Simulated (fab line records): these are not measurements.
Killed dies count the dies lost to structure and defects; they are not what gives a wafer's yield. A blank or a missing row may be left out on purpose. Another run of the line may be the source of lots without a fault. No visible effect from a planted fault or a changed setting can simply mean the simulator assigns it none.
Which tool is to blame? / flow sky130 / 39 wafers from 13 lots sampled at 5 of the route's 708 steps

WHAT THE GAUGES READ, wafer by wafer
SKY_NWELL_OVL_MEAS_23.
lot=L850; measured=day 5 07:52; on=overlay-02; NWELL_01_OVL (nm)=-0.1 0.0 2.1
lot=L852; measured=day 5 22:39; on=overlay-01; NWELL_01_OVL (nm)=0.1 -1.4 -0.6
lot=L855; measured=day 6 14:47; on=overlay-02; NWELL_01_OVL (nm)=-2.3 1.0 0.4
lot=L856; measured=day 6 17:03; on=overlay-01; NWELL_01_OVL (nm)=1.7 0.6 0.0
lot=L857; measured=day 7 01:14; on=overlay-01; NWELL_01_OVL (nm)=-2.0 1.2 -0.6
lot=L858; measured=day 7 09:38; on=overlay-01; NWELL_01_OVL (nm)=-0.6 -0.7 -2.7
lot=L859; measured=day 7 12:11; on=overlay-02; NWELL_01_OVL (nm)=-1.5 -0.4 0.1
lot=L860; measured=day 7 14:44; on=overlay-01; NWELL_01_OVL (nm)=-3.0 -2.2 -2.5
lot=L861; measured=day 8 02:02; on=overlay-01; NWELL_01_OVL (nm)=0.5 -0.1 1.3
lot=L863; measured=day 8 13:34; on=overlay-01; NWELL_01_OVL (nm)=0.3 1.5 -0.3
lot=L867; measured=day 9 22:09; on=overlay-02; NWELL_01_OVL (nm)=2.5 2.4 3.2
lot=L871; measured=day 11 06:23; on=overlay-02; NWELL_01_OVL (nm)=-1.0 0.1 -1.9
lot=L873; measured=day 11 08:56; on=overlay-02; NWELL_01_OVL (nm)=0.0 -0.4 -4.2

SKY_GATE_OXIDE_TW_MEAS_14.
lot=L850; measured=day 14 07:43; on=film_metro-04; GATE_OXIDE_TW=224.7 224.7 224.4
lot=L852; measured=day 14 17:20; on=film_metro-04; GATE_OXIDE_TW=225.6 224.5 223.9
lot=L855; measured=day 15 10:22; on=film_metro-01; GATE_OXIDE_TW=222.8 224.1 223.4
lot=L856; measured=day 15 17:10; on=film_metro-01; GATE_OXIDE_TW=224.2 222.4 223.7
lot=L857; measured=day 16 03:46; on=film_metro-01; GATE_OXIDE_TW=222.4 224.5 225.4
lot=L858; measured=day 16 16:17; on=film_metro-01; GATE_OXIDE_TW=224.4 223.2 225.4
lot=L859; measured=day 16 21:46; on=film_metro-01; GATE_OXIDE_TW=223.1 223.0 223.1
lot=L860; measured=day 16 22:24; on=film_metro-01; GATE_OXIDE_TW=224.8 223.6 223.9
lot=L861; measured=day 17 10:10; on=film_metro-01; GATE_OXIDE_TW=222.5 223.8 222.4
lot=L863; measured=day 18 07:45; on=film_metro-03; GATE_OXIDE_TW=221.7 220.3 220.9
lot=L867; measured=day 20 06:22; on=film_metro-01; GATE_OXIDE_TW=224.2 223.4 223.5
lot=L871; measured=day 21 23:08; on=film_metro-01; GATE_OXIDE_TW=223.2 223.1 223.6
lot=L873; measured=day 22 01:29; on=film_metro-01; GATE_OXIDE_TW=222.8 222.7 222.5

SKY_CONTACT_THK_MEAS_26: measures by xrf.
lot=L850; measured=day 31 22:17; on=film_metro-03; CONTACT_W_THK (nm)=336 337 339
lot=L852; measured=day 32 04:58; on=film_metro-03; CONTACT_W_THK (nm)=346 336 347
lot=L855; measured=day 33 02:04; on=film_metro-01; CONTACT_W_THK (nm)=318 321 320
lot=L856; measured=day 33 08:10; on=film_metro-01; CONTACT_W_THK (nm)=324 327 326
lot=L857; measured=day 33 16:08; on=film_metro-01; CONTACT_W_THK (nm)=331 324 323
lot=L858; measured=day 34 04:07; on=film_metro-03; CONTACT_W_THK (nm)=338 335 332
lot=L859; measured=day 34 08:25; on=film_metro-01; CONTACT_W_THK (nm)=312 322 309
lot=L860; measured=day 34 10:49; on=film_metro-01; CONTACT_W_THK (nm)=321 320 319
lot=L861; measured=day 35 02:13; on=film_metro-03; CONTACT_W_THK (nm)=342 325 327
lot=L863; measured=day 35 14:10; on=film_metro-01; CONTACT_W_THK (nm)=321 332 322
lot=L867; measured=day 37 09:36; on=film_metro-03; CONTACT_W_THK (nm)=338 324 320
lot=L871; measured=day 38 21:17; on=film_metro-02; CONTACT_W_THK (nm)=325 325 325
lot=L873; measured=day 38 22:33; on=film_metro-01; CONTACT_W_THK (nm)=324 324 324

WHICH TOOL RAN EACH LOT (tool, then ch and the chambers of the sampled wafers, then the start)
lot=L850; SKY_GATE_OXIDE_IMPLANT_11=implanter-04 ch 0, day 14 07:25; SKY_CONTACT_CMP_04=cmp-01 ch 1,2, day 30 17:57
lot=L852; SKY_GATE_OXIDE_IMPLANT_11=implanter-01 ch 0, day 14 16:55; SKY_CONTACT_CMP_04=cmp-01 ch 0,2,3, day 31 01:26
lot=L855; SKY_GATE_OXIDE_IMPLANT_11=implanter-01 ch 0, day 15 10:02; SKY_CONTACT_CMP_04=cmp-02 ch 2,3, day 31 21:29
lot=L856; SKY_GATE_OXIDE_IMPLANT_11=implanter-01 ch 0, day 15 16:50; SKY_CONTACT_CMP_04=cmp-02 ch 2,3, day 32 03:16
lot=L857; SKY_GATE_OXIDE_IMPLANT_11=implanter-01 ch 0, day 16 03:25; SKY_CONTACT_CMP_04=cmp-01 ch 0,1,3, day 32 12:45
lot=L858; SKY_GATE_OXIDE_IMPLANT_11=implanter-01 ch 0, day 16 15:55; SKY_CONTACT_CMP_04=cmp-02 ch 0,1,2, day 32 23:14
lot=L859; SKY_GATE_OXIDE_IMPLANT_11=implanter-02 ch 0, day 16 21:25; SKY_CONTACT_CMP_04=cmp-01 ch 0,1,2, day 33 04:44
lot=L860; SKY_GATE_OXIDE_IMPLANT_11=implanter-01 ch 0, day 16 22:02; SKY_CONTACT_CMP_04=cmp-01 ch 0,1,2, day 33 07:01
lot=L861; SKY_GATE_OXIDE_IMPLANT_11=implanter-04 ch 0, day 17 09:49; SKY_CONTACT_CMP_04=cmp-01 ch 0,1, day 33 23:46
lot=L863; SKY_GATE_OXIDE_IMPLANT_11=implanter-01 ch 0, day 18 07:25; SKY_CONTACT_CMP_04=cmp-02 ch 0,3, day 34 10:19
lot=L867; SKY_GATE_OXIDE_IMPLANT_11=implanter-04 ch 0, day 20 06:01; SKY_CONTACT_CMP_04=cmp-01 ch 1,3, day 36 07:05
lot=L871; SKY_GATE_OXIDE_IMPLANT_11=implanter-02 ch 0, day 21 22:46; SKY_CONTACT_CMP_04=cmp-02 ch 0,2, day 37 18:34
lot=L873; SKY_GATE_OXIDE_IMPLANT_11=implanter-02 ch 0, day 22 01:08; SKY_CONTACT_CMP_04=cmp-02 ch 0,1,3, day 37 19:34
- SKY_GATE_OXIDE_IMPLANT_11
- SKY_CONTACT_CMP_04: polishes SiO2.

WHAT THE TOOLS THEMSELVES READ (means of the sampled wafers that have a number; where no wafer has one, the mark that the record gives instead)
SKY_CONTACT_CMP_04.
lot=L850; tool=cmp-01; motor_current_A (A)=13.9; time_to_endpoint_s (s)=78
lot=L852; tool=cmp-01; motor_current_A (A)=12.6; time_to_endpoint_s (s)=78
lot=L855; tool=cmp-02; motor_current_A (A)=13.0; time_to_endpoint_s (s)=80
lot=L856; tool=cmp-02; motor_current_A (A)=13.1; time_to_endpoint_s (s)=81
lot=L857; tool=cmp-01; motor_current_A (A)=12.9; time_to_endpoint_s (s)=84
lot=L858; tool=cmp-02; motor_current_A (A)=12.6; time_to_endpoint_s (s)=80
lot=L859; tool=cmp-01; motor_current_A (A)=13.0; time_to_endpoint_s (s)=79
lot=L860; tool=cmp-01; motor_current_A (A)=13.4; time_to_endpoint_s (s)=82
lot=L861; tool=cmp-01; motor_current_A (A)=12.8; time_to_endpoint_s (s)=80
lot=L863; tool=cmp-02; motor_current_A (A)=11.1; time_to_endpoint_s (s)=80
lot=L867; tool=cmp-01; motor_current_A (A)=13.1; time_to_endpoint_s (s)=79
lot=L871; tool=cmp-02; motor_current_A (A)=12.6; time_to_endpoint_s (s)=86
lot=L873; tool=cmp-02; motor_current_A (A)=11.5; time_to_endpoint_s (s)=90

THE ANSWER, worked out from the rows above alone
Rule: the lots themselves supply what counts as usual. Put in order of their means at a reading, lots are off if they are a third of the lots or fewer, leave a main group of 4 or more, and stand apart from it by a gap of 3 or more times the standard deviation of the main group's means; of several such gaps the widest counts. A main group is skipped when, at the precision printed for the reading in the tables above, its means are all equal. Also off: a lot with no number at a reading for which 4 or more lots have one. Where the step has rows for the other lots, those lots are counted as sound. After the gauges, taken in route order, come the tools' own readings; for these a lot's mean is taken, as printed above. The first step at which some lot is off is used, and at that step the reading that is off furthest; a lot without a number counts as furthest.
No lot is off on any of the readings shown, so nothing can be concluded from this.

WHAT WAS PUT IN BY THE SIMULATOR
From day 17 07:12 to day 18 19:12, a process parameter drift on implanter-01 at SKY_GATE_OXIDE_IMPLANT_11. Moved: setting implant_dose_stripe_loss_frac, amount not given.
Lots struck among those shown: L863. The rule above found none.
